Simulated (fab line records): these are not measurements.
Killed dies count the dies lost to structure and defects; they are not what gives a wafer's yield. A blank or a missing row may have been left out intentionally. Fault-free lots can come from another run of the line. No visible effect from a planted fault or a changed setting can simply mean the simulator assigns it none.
Which of the tools did it? | flow gf180mcu | 39 wafers from 13 lots sampled at 4 of the route's 602 steps

## WHAT EACH GAUGE READ, for each wafer
GF_V3_BOW_MEAS_05. Usual: V3_BOW 117 um, standard deviation 9.2.
lot  | measured     | on            | V3_BOW (um) | flag
L643 | day 22 03:44 | film-metro-02 | 130 123 127 |
L646 | day 22 20:33 | film-metro-02 | 120 112 124 |
L650 | day 24 08:13 | film-metro-03 | 118 130 119 |
L653 | day 25 06:13 | film-metro-01 | 119 119 113 |
L654 | day 25 15:21 | film-metro-02 | 110 115 108 |
L657 | day 26 15:49 | film-metro-03 | 127 118 118 |
L658 | day 26 20:47 | film-metro-02 | 125 127 126 |
L660 | day 27 12:18 | film-metro-01 | 108 117 109 |
L661 | day 27 20:06 | film-metro-02 | 111 114 113 |
L662 | day 28 04:16 | film-metro-02 | 119 121 111 |
L663 | day 28 09:25 | film-metro-01 | 130 127 124 |
L664 | day 28 17:49 | film-metro-02 | 118 113 121 |
L665 | day 28 19:05 | film-metro-03 | 100 104 99  |

## TOOL THAT RAN EACH LOT (tool first, then ch and the chambers of the sampled wafers, then the start)
lot  | GF_M3_SPUTTER_00             | GF_M3_SPUTTER_02             | GF_M3_STRIP_17
L643 | pvd-sputter-01, day 21 02:35 | pvd-sputter-01, day 21 02:43 | plasma-asher-04 ch 0,1, day 22 02:38
L646 | pvd-sputter-01, day 21 19:40 | pvd-sputter-01, day 21 19:47 | plasma-asher-04 ch 0,1, day 22 19:23
L650 | pvd-sputter-04, day 23 07:34 | pvd-sputter-04, day 23 07:42 | plasma-asher-02 ch 0,1, day 24 07:07
L653 | pvd-sputter-04, day 24 07:23 | pvd-sputter-04, day 24 07:31 | plasma-asher-04 ch 0,1, day 25 05:05
L654 | pvd-sputter-04, day 24 15:49 | pvd-sputter-04, day 24 15:56 | plasma-asher-04 ch 0,1, day 25 14:11
L657 | pvd-sputter-01, day 25 17:34 | pvd-sputter-01, day 25 17:42 | plasma-asher-01 ch 0,1, day 26 14:36
L658 | pvd-sputter-01, day 25 22:58 | pvd-sputter-01, day 25 23:05 | plasma-asher-01 ch 0,1, day 26 19:40
L660 | pvd-sputter-01, day 26 14:28 | pvd-sputter-01, day 26 14:35 | plasma-asher-02 ch 0,1, day 27 10:58
L661 | pvd-sputter-04, day 26 22:42 | pvd-sputter-04, day 26 22:50 | plasma-asher-02 ch 0,1, day 27 18:58
L662 | pvd-sputter-01, day 27 06:41 | pvd-sputter-01, day 27 06:49 | plasma-asher-02 ch 0,1, day 28 03:05
L663 | pvd-sputter-03, day 27 11:58 | pvd-sputter-03, day 27 12:05 | plasma-asher-02 ch 0,1, day 28 08:18
L664 | pvd-sputter-01, day 27 19:56 | pvd-sputter-01, day 27 20:04 | plasma-asher-01 ch 0,1, day 28 16:34
L665 | pvd-sputter-04, day 27 22:17 | pvd-sputter-04, day 27 22:25 | plasma-asher-04 ch 0,1, day 28 17:59
- GF_M3_SPUTTER_00: material Ti, target thk 37.5 nm, time 150 s.
- GF_M3_SPUTTER_02: material AlCu, target thk 450 nm, time 23.9 s.
- GF_M3_STRIP_17: strips in O2/N2.

## WHAT THE TOOLS THEMSELVES READ (means of the sampled wafers that have a number; where no wafer has one, the mark that the record gives instead)
GF_M3_SPUTTER_00. Usual: 30.3 % for throttle-valve-pct, sd 1.
lot  | tool           | throttle-valve-pct (%) | flag
L643 | pvd-sputter-01 | 30.2                   |
L646 | pvd-sputter-01 | 29.8                   |
L650 | pvd-sputter-04 | 30.4                   |
L653 | pvd-sputter-04 | 29.9                   |
L654 | pvd-sputter-04 | 30.4                   |
L657 | pvd-sputter-01 | 29.9                   |
L658 | pvd-sputter-01 | 30.1                   |
L660 | pvd-sputter-01 | 29.8                   |
L661 | pvd-sputter-04 | 31.9                   |
L662 | pvd-sputter-01 | 30.5                   |
L663 | pvd-sputter-03 | 31.2                   |
L664 | pvd-sputter-01 | 30.5                   |
L665 | pvd-sputter-04 | 30.2                   |

GF_M3_SPUTTER_02. Usual: 30.3 % for throttle-valve-pct, sd 1.1.
lot  | tool           | throttle-valve-pct (%) | flag
L643 | pvd-sputter-01 | 30.3                   |
L646 | pvd-sputter-01 | 29.9                   |
L650 | pvd-sputter-04 | 30.5                   |
L653 | pvd-sputter-04 | 29.6                   |
L654 | pvd-sputter-04 | 30.5                   |
L657 | pvd-sputter-01 | 29.8                   |
L658 | pvd-sputter-01 | 30.1                   |
L660 | pvd-sputter-01 | 30.0                   |
L661 | pvd-sputter-04 | 31.8                   |
L662 | pvd-sputter-01 | 30.5                   |
L663 | pvd-sputter-03 | 31.0                   |
L664 | pvd-sputter-01 | 30.3                   |
L665 | pvd-sputter-04 | 30.3                   |

GF_M3_STRIP_17. Usual: chamber-pressure-mTorr 1500.1 mTorr, standard deviation 1.4; drypump-motor-current-A 5.9 A, standard deviation 0.34; heater-power-w 353 W, standard deviation 39; oes-product-au 0.537 a.u., standard deviation 0.0058; strip-time-to-endpoint-s 7.39 s, standard deviation 0.081.
lot  | tool            | chamber-pressure-mTorr (mTorr) | drypump-motor-current-A (A) | heater-power-w (W) | oes-product-au (a.u.) | strip-time-to-endpoint-s (s) | flag
L643 | plasma-asher-04 | 1501.1                         | 5.7                         | 330                | 0.541                 | 7.37                         |
L646 | plasma-asher-04 | 1499.4                         | 5.7                         | 328                | 0.536                 | 7.45                         |
L650 | plasma-asher-02 | 1500.5                         | 5.8                         | 370                | 0.533                 | 7.31                         |
L653 | plasma-asher-04 | -                              | -                           | -                  | -                     | -                            | OFF
L654 | plasma-asher-04 | -                              | -                           | -                  | -                     | -                            | OFF
L657 | plasma-asher-01 | 1498.9                         | 6.1                         | 356                | 0.539                 | 7.34                         |
L658 | plasma-asher-01 | 1500.5                         | 6.1                         | 358                | 0.541                 | 7.47                         |
L660 | plasma-asher-02 | 1501.1                         | 5.8                         | 349                | 0.534                 | 7.30                         |
L661 | plasma-asher-02 | 1501.1                         | 5.8                         | 359                | 0.537                 | 7.41                         |
L662 | plasma-asher-02 | 1501.3                         | 5.8                         | 356                | 0.539                 | 7.35                         |
L663 | plasma-asher-02 | 1500.2                         | 5.7                         | 351                | 0.534                 | 7.27                         |
L664 | plasma-asher-01 | 1499.0                         | 6.1                         | 357                | 0.523                 | 7.23                         |
L665 | plasma-asher-04 | 1498.6                         | 6.0                         | 360                | 0.534                 | 7.43                         |

## THE ANSWER, worked out from the rows above alone
Rule: a lot counts as off when the mean over its wafers that have a number is more than 3 standard deviations away from the usual mean. A lot without any number at a reading at which 4 lots or more have one is off too. Any other lot the step has rows for is counted as sound. After the gauges, taken in route order, come the tools' own readings; for these a lot's mean is taken, as printed above. The first step at which some lot is off is used, and at that step the reading that is off furthest; a lot without a number counts as furthest.
Off at GF_M3_STRIP_17 (chamber-pressure-mTorr): L653, L654. Without a number there: L653, L654.
A tool fits if, at that step or a process step before it, it ran every lot that is off, and no sound lot after the first of them. Not one of the candidates tried fits.

## WHAT THE SIMULATOR PUT IN
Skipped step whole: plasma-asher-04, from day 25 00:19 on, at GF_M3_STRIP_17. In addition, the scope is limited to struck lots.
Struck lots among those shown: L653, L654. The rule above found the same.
